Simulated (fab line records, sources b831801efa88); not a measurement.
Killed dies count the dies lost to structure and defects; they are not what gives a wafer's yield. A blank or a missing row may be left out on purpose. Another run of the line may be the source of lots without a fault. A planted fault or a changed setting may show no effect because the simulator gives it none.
Comparing a struck lot with a sound one	flow sky130	43 steps out of a route of 708
Sound: the wafers L349.1, L349.5, L349.6. Wafers struck: L360.2, L360.4, L360.5. The cause is named last.
Order at every step that has rows: each side's tool, ch and its chambers, its first start. Under that, the readings that differ: sound wafers	struck wafers	difference of the means	sigmas: that difference in standard deviations of wafers without a fault.
alike: same words and numbers on both sides, and readings whose means sit less than 2 such deviations apart. not compared: any withheld reading, any reading some wafer has no value for, any bound like >300 that may hide the same value, and any number with overlapping values for which the record gives no deviation.
The two part at a step that has a row with sigmas, a row that says differs or no value, or rows on one side only. When numbers do not overlap yet have no deviation, they are printed without sigmas and do not part them. A reading that every wafer of one side lacks parts them only if that side has two wafers or more.

SKY_GATE_OXIDE_TW_MEAS_14:
  struck on filmMetro-03, day 19 15:01; sound on filmMetro-03, day 15 06:53
  alike: GATE_OXIDE_TW
then, 3 steps without rows for these wafers: SKY_GATE_OXIDE_CLEAN_15 (cleans in SC1/SC2, time 150 s); SKY_GATE_OXIDE_OXIDATION_16 (stabilise 600 s, purge 300 s, target thk 3.57 nm); SKY_POLY_GATE_CVD_00 (deposits poly-Si, target thk 180 nm, time 720 s).
SKY_POLY_GATE_THK_MEAS_01:
  struck on filmMetro-01, day 19 17:51; sound on filmMetro-01, day 15 10:02
reading	sound	struck	difference	sigmas
POLY_GATE_CVD_00_THK (nm)	179.4 179.4 179.0	182.1 183.3 183.4	+3.7	+2
then, 7 steps without rows for these wafers: SKY_RES_PROTECT_DEHYDRATE_00 (time 60 s); SKY_RES_PROTECT_HMDS_01 (prime time 60 s); SKY_RES_PROTECT_COAT_02 (resist thk 1140 nm); SKY_RES_PROTECT_SOFTBAKE_03 (time 60 s); SKY_RES_PROTECT_EXPOSE_04 (exposes mask RPM, target cd 1270 nm); SKY_RES_PROTECT_PEB_05; SKY_RES_PROTECT_DEVELOP_06 (develop time 60 s).
SKY_POLY_GATE_IMPLANT_02:
  sound on implanter-03 ch 0, day 16 13:06; struck on implanter-03 ch 0, day 21 00:06
  alike: beamEnergyKeV, faradayCurrentUA
SKY_RES_PROTECT_STRIP_07: strips in O2/N2.
  sound on plasmaAsher-03 ch 0,1, day 16 13:15; struck on plasmaAsher-02 ch 0, day 21 00:14
reading	sound	struck	difference	sigmas
stripTimeToEndpointS (s)	23.30 23.35 23.34	23.22 23.25 23.22	-0.10	-3
  alike: drypumpMotorCurrentA, o2FlowSccm, oesProductAu
  not compared: rfHoursCounterH
SKY_RES_PROTECT_TW_MEAS_08:
  struck on filmMetro-02, day 21 00:20; sound on filmMetro-02, day 16 13:21
  alike: POLY_GATE_TW
then, 2 steps without rows for these wafers: SKY_RES_PROTECT_CLEAN_09 (cleans in SC1/SC2, time 150 s); SKY_POLY_GATE_CVD_03 (deposits Si3N4 from DCS/NH3, target thk 75 nm, time 1290 s).
SKY_POLY_GATE_THK_MEAS_04:
  struck on filmMetro-04, day 21 01:49; sound on filmMetro-04, day 16 14:56
  alike: POLY_GATE_CVD_03_THK
then, 8 steps without rows for these wafers: SKY_POLY_GATE_DEHYDRATE_05 (time 60 s); SKY_POLY_GATE_HMDS_06 (prime time 60 s); SKY_POLY_GATE_COAT_07 (resist thk 110 nm); SKY_POLY_GATE_COAT_08 (resist thk 450 nm); SKY_POLY_GATE_SOFTBAKE_09 (time 90 s); SKY_POLY_GATE_EXPOSE_10 (exposes mask P1M, target cd 150 nm); SKY_POLY_GATE_PEB_11; SKY_POLY_GATE_DEVELOP_12 (develop time 60 s).
SKY_POLY_GATE_CD_MEAS_13: the cd target is 150 nm.
  struck on cdSem-01, day 22 08:43; sound on cdSem-02, day 17 18:55
  alike: cdNm
SKY_POLY_GATE_OVL_MEAS_14:
  struck on overlay-01, day 22 08:50; sound on overlay-01, day 17 19:02
  alike: POLY_GATE_OVL
SKY_POLY_GATE_ETCH_15: etches BARC in N2/H2, stops on SiO2, time 118.5 s, target depth 110 nm.
  sound on rieDiel-02 ch 0,2,3, day 17 19:04; struck on rieDiel-02 ch 0,1,3, day 22 08:52
  alike: biasW, drypumpMotorCurrentA, h2FlowSccm, oesProductAu, throttleValvePct
  not compared: rfHoursCounterH
SKY_POLY_GATE_ETCH_16: etches Si3N4 in CH3F/O2, stops on poly-Si, time 147.5 s, target depth 75 nm.
  sound on rieDiel-02 ch 0,2,3, day 17 19:08; struck on rieDiel-02 ch 0,1,3, day 22 08:56
  alike: biasW, drypumpMotorCurrentA, oesProductAu, throttleValvePct
  not compared: rfHoursCounterH
SKY_POLY_GATE_ETCH_17: etches poly-Si in HBr/Cl2, stops on SiO2, target depth 180 nm, time 70.5 s.
  sound on rieSi-02 ch 0,3, day 17 19:14; struck on rieSi-01 ch 1,3, day 22 09:02
  alike: biasW, drypumpMotorCurrentA, heBacksideLeakSccm, oesProductAu, throttleValvePct
  not compared: rfHoursCounterH
SKY_POLY_GATE_STRIP_18: strips in O2/N2.
  sound on plasmaAsher-04 ch 0,1, day 17 19:18; struck on plasmaAsher-04 ch 0,1, day 22 09:05
  alike: drypumpMotorCurrentA, o2FlowSccm, oesProductAu, stripTimeToEndpointS
  not compared: rfHoursCounterH
then, 2 steps without rows for these wafers: SKY_POLY_GATE_CLEAN_19 (cleans in SC1/SC2, time 150 s); SKY_POLY_GATE_OXIDATION_20 (stabilise 600 s, purge 300 s, target thk 4 nm).
SKY_POLY_GATE_THK_MEAS_21:
  struck on filmMetro-02, day 22 10:31; sound on filmMetro-01, day 17 22:04
  alike: POLY_GATE_OXIDATION_THK
SKY_POLY_GATE_CD_MEAS_22:
  struck on cdSem-02, day 22 10:35; sound on cdSem-01, day 17 22:08
  alike: cdNm
then, 6 steps without rows for these wafers: SKY_LDD_N_DEHYDRATE_00 (time 60 s); SKY_LDD_N_HMDS_01 (prime time 60 s); SKY_LDD_N_COAT_02 (resist thk 300 nm); SKY_LDD_N_SOFTBAKE_03 (time 60 s); SKY_LDD_N_EXPOSE_04 (exposes mask NTM, target cd 840 nm); SKY_LDD_N_PEB_05.
-- here the record skips 27 days between the struck wafers' starts before and after, leaving off in module LDD_N and picking up in module PAD_OPEN (first step shown: number 708 of the route) --
SKY_PAD_OPEN_PROBE_99:
  struck on prober-02, day 49 16:10; sound on prober-01, day 46 17:38
reading	sound	struck	difference	sigmas
model.etest.resPoly.rsOhmSqRimLessCentre	-0.6065 -1.503 0.2996	-1.917 -2.514 -2.237	-1.619	
model.etest.resPoly.rsOhmSqRange	1.091 1.937 1.295	2.048 2.662 3.11	+1.166	
  alike: killed_at_M0_to_M3, killed_at_M4_up, killedAtContacts, killedAtFrontEnd, killedAtOther, killedDies, killedOpen, killedShort
  not compared: model.etest.resPoly.rsOhmSq

== WHERE THEY PART ==
Earliest at SKY_POLY_GATE_THK_MEAS_01; latest, in this record, at SKY_RES_PROTECT_STRIP_07. Later steps at which nothing parts them and some readings are alike: SKY_RES_PROTECT_TW_MEAS_08, SKY_POLY_GATE_THK_MEAS_04, SKY_POLY_GATE_CD_MEAS_13, SKY_POLY_GATE_OVL_MEAS_14, SKY_POLY_GATE_ETCH_15, SKY_POLY_GATE_ETCH_16, SKY_POLY_GATE_ETCH_17, SKY_POLY_GATE_STRIP_18, SKY_POLY_GATE_THK_MEAS_21, SKY_POLY_GATE_CD_MEAS_22, SKY_PAD_OPEN_PROBE_99.

WHY: the cause the simulator had injected
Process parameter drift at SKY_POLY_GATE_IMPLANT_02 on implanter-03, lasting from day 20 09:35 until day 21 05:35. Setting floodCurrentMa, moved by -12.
